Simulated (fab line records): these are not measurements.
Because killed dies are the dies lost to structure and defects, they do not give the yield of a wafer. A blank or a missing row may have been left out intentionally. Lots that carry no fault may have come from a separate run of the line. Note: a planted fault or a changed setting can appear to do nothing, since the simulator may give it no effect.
The tool behind it: which one?    flow sky130    Sampling: 12 lots, 36 wafers, 5 of 708 route steps

## WHAT THE GAUGES SHOWED, per wafer
SKY_VIA3_THK_MEAS_23: measures by xrf.
lot   measured      on             VIA3_W_THK (nm)
L426  day 41 02:37  film_metro-01  395 397 396
L427  day 41 06:04  film_metro-02  404 399 398
L428  day 41 07:05  film_metro-04  403 407 400
L429  day 41 12:54  film_metro-04  408 405 403
L430  day 41 20:58  film_metro-02  401 401 406
L431  day 42 08:11  film_metro-01  394 397 396
L432  day 42 18:23  film_metro-01  400 399 407
L435  day 43 18:20  film_metro-04  398 404 401
L437  day 44 09:42  film_metro-01  410 403 401
L436  day 44 15:57  film_metro-04  403 409 403
L439  day 44 21:01  film_metro-04  407 413 410
L438  day 44 23:32  film_metro-04  412 409 414

SKY_CAP2M_RS_MEAS_03: the measuring method here is four-point-probe.
lot   measured      on             CAP2M_TIN_RS (ohm/sq)
L426  day 41 03:34  film_metro-01  6.92 6.58 6.59
L427  day 41 06:47  film_metro-01  6.67 6.99 6.99
L428  day 41 07:48  film_metro-04  7.05 6.98 7.10
L429  day 41 13:36  film_metro-04  6.93 7.12 7.18
L430  day 41 21:41  film_metro-03  6.80 6.91 6.74
L431  day 42 08:53  film_metro-01  7.11 7.03 7.02
L432  day 42 19:07  film_metro-04  6.96 6.91 6.87
L435  day 43 19:04  film_metro-04  7.05 7.03 6.73
L437  day 44 10:25  film_metro-03  7.03 7.03 7.04
L436  day 44 16:43  film_metro-03  - - - - - -
L439  day 44 21:44  film_metro-01  - - - - - -
L438  day 45 00:15  film_metro-03  - - - - - -

SKY_CAP2M_OVL_MEAS_12.
lot   measured      on          CAP2M_OVL (nm)
L426  day 42 03:55  overlay-02  1.9 0.2 0.2
L427  day 42 06:19  overlay-02  1.2 0.5 -0.3
L428  day 42 07:04  overlay-02  3.1 3.0 2.3
L429  day 42 13:10  overlay-02  0.2 0.2 0.4
L430  day 42 21:23  overlay-01  1.7 0.7 3.1
L431  day 43 08:13  overlay-01  -1.9 -2.3 -2.6
L432  day 43 18:34  overlay-01  0.6 -0.2 -0.2
L435  day 44 17:37  overlay-02  -1.2 -1.9 -2.6
L437  day 45 08:52  overlay-02  1.9 1.0 1.5

## WHICH TOOL RAN EACH LOT (tool, then ch and the chambers of the sampled wafers, then the start)
lot   SKY_VIA3_ETCH_14                    SKY_CAP2M_SPUTTER_02
L426  rie_diel-02 ch 0,1, day 41 01:37    pvd_sputter-02, day 41 03:26
L427  rie_diel-03 ch 2,3, day 41 05:04    pvd_sputter-02, day 41 06:41
L428  rie_diel-02 ch 1,2,3, day 41 06:01  pvd_sputter-02, day 41 07:40
L429  rie_diel-02 ch 2,3, day 41 11:54    pvd_sputter-04, day 41 13:29
L430  rie_diel-02 ch 0,1, day 41 19:52    pvd_sputter-01, day 41 21:32
L431  rie_diel-04 ch 0,2, day 42 07:10    pvd_sputter-04, day 42 08:46
L432  rie_diel-03 ch 1,2,3, day 42 17:16  pvd_sputter-04, day 42 18:58
L435  rie_diel-02 ch 1,3, day 43 17:20    pvd_sputter-02, day 43 18:56
L437  rie_diel-03 ch 0,1,3, day 44 08:40  pvd_sputter-04, day 44 10:18
L436  rie_diel-03 ch 0,1,2, day 44 14:43  pvd_sputter-01, day 44 16:37
L439  rie_diel-04 ch 0,1,3, day 44 20:01  pvd_sputter-04, day 44 21:37
L438  rie_diel-04 ch 1,3, day 44 22:32    pvd_sputter-04, day 45 00:07
- SKY_VIA3_ETCH_14: etches BARC in N2/H2, stops on SiO2, time 45.9 s, target depth 60 nm.
- SKY_CAP2M_SPUTTER_02: material TiN, target thk 200 nm, time 166.7 s.

## AS READ BY THE TOOLS THEMSELVES (means over the sampled wafers that have a number; for cases with no such wafer, the mark the record gives instead)
SKY_VIA3_ETCH_14.
lot   tool         bias_w (W)  drypump_motor_current_A (A)  oes_product_au (a.u.)  rf_fwd_power_W (W)  throttle_valve_pct (%)
L426  rie_diel-02  99.9        5.1                          0.854                  493.6               13.230
L427  rie_diel-03  100.1       5.5                          0.857                  495.5               13.225
L428  rie_diel-02  99.9        5.2                          0.856                  493.2               13.222
L429  rie_diel-02  100.1       5.1                          0.858                  493.0               13.227
L430  rie_diel-02  100.0       5.1                          0.859                  492.0               13.229
L431  rie_diel-04  100.0       5.8                          0.854                  492.7               13.235
L432  rie_diel-03  99.9        5.3                          0.855                  496.1               13.229
L435  rie_diel-02  100.1       5.3                          0.855                  493.4               13.220
L437  rie_diel-03  100.0       5.3                          0.855                  495.6               13.219
L436  rie_diel-03  99.7        5.1                          0.856                  497.0               13.238
L439  rie_diel-04  99.6        5.3                          0.860                  493.8               13.223
L438  rie_diel-04  99.7        5.2                          0.860                  494.6               13.221

SKY_CAP2M_SPUTTER_02.
lot   tool            cathode_dc_power_W (W)  chamber_pressure_pa (Pa)  substrate_temp_c (C)  throttle_valve_pct (%)
L426  pvd_sputter-02  6500.4                  0.3994                    299.95                29.3
L427  pvd_sputter-02  6500.2                  0.3999                    300.11                30.7
L428  pvd_sputter-02  6500.1                  0.3998                    299.94                30.0
L429  pvd_sputter-04  6500.7                  0.3996                    299.99                30.8
L430  pvd_sputter-01  6499.2                  0.3997                    299.96                30.5
L431  pvd_sputter-04  6500.6                  0.3997                    300.26                30.2
L432  pvd_sputter-04  6500.7                  0.4002                    300.12                30.6
L435  pvd_sputter-02  6501.4                  0.4005                    299.95                30.6
L437  pvd_sputter-04  6500.1                  0.3995                    300.04                30.4
L436  pvd_sputter-01  -                       -                         -                     -
L439  pvd_sputter-04  -                       -                         -                     -
L438  pvd_sputter-04  -                       -                         -                     -

## THE ANSWER, worked out from the rows above alone
Rule: usual is defined by the lots themselves. Put in order of their means at a reading, lots are off if they are a third of the lots or fewer, leave a main group of 4 or more, and stand apart from it by a gap of 3 or more times the standard deviation of the main group's means; of several such gaps the widest counts. A main group is skipped when, at the precision printed for the reading in the tables above, its means are all equal. A lot without any number at a reading at which 4 lots or more have one is off too. The other lots that the step has rows for count as sound. First the gauges in route order, then the tools' own readings, where a lot's mean is used as printed above. At the first step where some lot is off, the reading lying furthest off is the one used; lots without a number count as furthest.
Off: at SKY_CAP2M_RS_MEAS_03 (CAP2M_TIN_RS), L436, L439, L438. Without a number there: L436, L439, L438. The main group: mean 6.94 ohm/sq, standard deviation 0.12.
If a tool, at a process step before that reading, ran all the lots that are off and no sound lot after the first of them, it fits. Not tried: the gauges at SKY_CAP2M_RS_MEAS_03; whatever is off there is also off at SKY_CAP2M_SPUTTER_02, on other tools, and gauge error can't account for it. None of those tried fits.

## WHAT THE SIMULATOR HAD PUT IN
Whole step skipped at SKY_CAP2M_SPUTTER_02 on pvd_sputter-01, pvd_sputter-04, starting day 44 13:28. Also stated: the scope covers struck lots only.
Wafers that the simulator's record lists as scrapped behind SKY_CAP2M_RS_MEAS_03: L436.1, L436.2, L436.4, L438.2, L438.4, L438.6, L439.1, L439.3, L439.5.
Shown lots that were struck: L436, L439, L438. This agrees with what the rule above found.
